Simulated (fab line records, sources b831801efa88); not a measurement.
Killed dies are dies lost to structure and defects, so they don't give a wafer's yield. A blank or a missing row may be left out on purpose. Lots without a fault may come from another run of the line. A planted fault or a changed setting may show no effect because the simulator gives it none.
A struck lot beside a sound one | flow gf180mcu | 14 steps out of a route of 602
Sound: wafers L716.1, L716.2, L716.5. Struck: wafers L722.1, L722.3, L722.4. The cause comes at the end.
At each step with rows: each side's tool, then ch and its chambers, then its first start. Under that, the readings that differ: sound wafers | struck wafers | difference of the means | sigmas: that difference in standard deviations of wafers without a fault.
alike: readings whose means differ by less than 2 such deviations, and words and numbers that are the same on both sides. not compared: withheld readings, readings that some wafer has no value for, bounds like >300 that may hide the same value, and numbers for which the record gives no deviation and whose values overlap.
The two part at a step that has a row with sigmas, a row that says differs or no value, or rows on one side only. Numbers that don't overlap but have no deviation are shown without sigmas and don't part them. A reading that every wafer of one side lacks parts them only if that side has two wafers or more.

first, 4 steps without rows for these wafers: GF_M1_SOFTBAKE_10 (time 60 s); GF_M1_EXPOSE_11 (exposes mask Metal1, target cd 230 nm); GF_M1_PEB_12 (peb time 90 s); GF_M1_DEVELOP_13 (develop time 60 s).
GF_M1_CD_MEAS_14: target cd 230 nm.
  sound on cd_sem-01, day 17 21:40; struck on cd_sem-02, day 20 08:19
  alike: cd_nm
GF_M1_OVL_MEAS_15:
  sound on overlay-02, day 17 21:47; struck on overlay-02, day 20 08:26
  alike: M1_OVL
GF_M1_METAL_ETCH_16: etches the open film in Cl2/BCl3, stops on SiO2, target depth 750.8 nm, time 125.1 s.
  sound on rie_metal-01 ch 0,1, day 17 21:49; struck on rie_metal-01 ch 0,1, day 20 08:29
  alike: drypump_motor_current_A, mfc_cl2_sccm, oes_product_au, throttle_valve_pct
  not compared: rf_hours_counter_h
GF_M1_STRIP_17: strips in O2/N2.
  sound on plasma_asher-03 ch 0,1, day 17 21:56; struck on plasma_asher-04 ch 0,1, day 20 08:37
  alike: drypump_motor_current_A, heater_power_w, oes_product_au, strip_time_to_endpoint_s
  not compared: rf_hours_counter_h
then, 3 steps without rows for these wafers: GF_M1_STRIP_18 (strips in post etch residue remover, time 1200 s); GF_M1_CLEAN_19 (cleans in DIW); GF_V1_CVD_00 (deposits SiO2, target thk 600 nm, time 100 s).
GF_V1_THK_MEAS_01:
  sound on film_metro-04, day 17 22:35; struck on film_metro-04, day 20 09:13
  alike: V1_CVD_00_THK
GF_V1_CVD_02: deposits SiO2 from TEOS, target thk 850 nm, time 94.851 s.
  sound on pecvd-04 ch 0,1,2, day 17 22:39; struck on pecvd-03 ch 0,2, day 20 09:16
  no value came back on the struck wafers for heater_power_outer_w (W), heater_power_w (W), time_s (s); on the sound wafers heater_power_outer_w (W) reads 359 540 323
GF_PASSIVATION_PROBE_99:
  the record has rows for the sound wafers here (prober-02, day 29 18:47) and none for the struck ones

WHERE THEY PART
First at GF_V1_CVD_02; last, within this record, at GF_PASSIVATION_PROBE_99.

WHY: what the simulator had put in
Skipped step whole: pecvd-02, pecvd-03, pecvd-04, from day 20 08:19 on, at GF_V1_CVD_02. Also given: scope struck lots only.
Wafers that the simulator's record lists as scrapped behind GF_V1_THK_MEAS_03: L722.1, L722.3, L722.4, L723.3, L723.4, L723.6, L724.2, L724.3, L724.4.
